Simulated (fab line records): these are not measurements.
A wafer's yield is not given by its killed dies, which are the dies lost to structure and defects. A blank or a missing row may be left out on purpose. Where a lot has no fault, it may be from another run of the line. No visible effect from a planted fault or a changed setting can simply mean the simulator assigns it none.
Problem report in the 8D (eight disciplines) form, filled by code :: flow sky130 :: the parts of the form that need people (team, actions taken, sign-off) are left out

## 1. THE ISSUE
At SKY_CAP2M_METAL_ETCH_13, bias w averages 40.37 W over 9 wafers from 3 lots, while fault-free wafers read 48.52 W, standard deviation 0.16. That puts it -51 standard deviations away from the usual mean.
The step: etches TiN in Cl2/BCl3, stops on SiO2, target depth 220 nm, time 62.9 s.
First observed at day 44 08:36: wafer L699.3, on rie metal-02. The record has a number at this step for 36 wafers belonging to 12 lots. Rule for "out" (also "out of limits"): further than 4 standard deviations from the usual mean. All remaining wafers that have a number are taken as sound.

## 2. WHAT THIS IS AND IS NOT
question: which readings at this step
is: bias w
is not: drypump motor current A

question: which lots
is: L699, L702, L703
is not: L688, L689, L692, L705, L706, L707, L708, L709, L710

question: which wafers of those lots
is: all that have a number
is not: -

question: read on which tools
is: rie metal-02
is not: rie metal-01, rie metal-04

question: when
is: from day 44 08:36
is not: up to then (9 sound wafers); but 18 sound wafers of L705, L706, L707, L708, L709, L710 came after

## 3. THE SUSPECTS, EACH WITH WHAT RULES IT OUT
Counting: any tool at a process step up to the reading is kept as a suspect provided that every lot that is out went through it and no sound lot did after the first of them.
- rie metal-02 at SKY_CAP2M_METAL_ETCH_13 (etches TiN in Cl2/BCl3, stops on SiO2, target depth 220 nm, time 62.9 s): kept. It ran every lot that is out, first L699 (day 44 08:36), and no sound lot after that; its last sound lot up to then is L692 (day 42 18:56). Its own bias w readings are out on those wafers.
The count leaves rie metal-02 at SKY_CAP2M_METAL_ETCH_13.

## 4. THE CAUSE (what the simulator had put in)
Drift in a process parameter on rie metal-02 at SKY_CAP2M_METAL_ETCH_13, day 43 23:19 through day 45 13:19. A move of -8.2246 in setting bias w, from 48.5. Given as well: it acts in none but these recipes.
Only this tool survived the counting.

## 5. SEQUENCE OF EFFECTS, ordered by route
Each row: a reading where the mean over the struck wafers with a number is more than 3 standard deviations away from the usual. Only readings for which the record gives a usual standard deviation are gone through. hours: the time from each lot's start at the first step in this table that gives one to its start at this step, as a median over the lots. sigmas: the change in usual standard deviations.
hours: 0
step: SKY_CAP2M_METAL_ETCH_13
reading: bias w
usual: 48.52 W
on struck wafers: 40.37
change: -8.15
sigmas: -51
It contains these process steps:
- SKY_CAP2M_METAL_ETCH_13: etches TiN in Cl2/BCl3, stops on SiO2, target depth 220 nm, time 62.9 s.

## 6. HOW IT WOULD HAVE BEEN CAUGHT EARLIER
9 hours passed between the start of the fault at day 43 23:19 and the first reading out of limits in this record, taken at day 44 08:36.
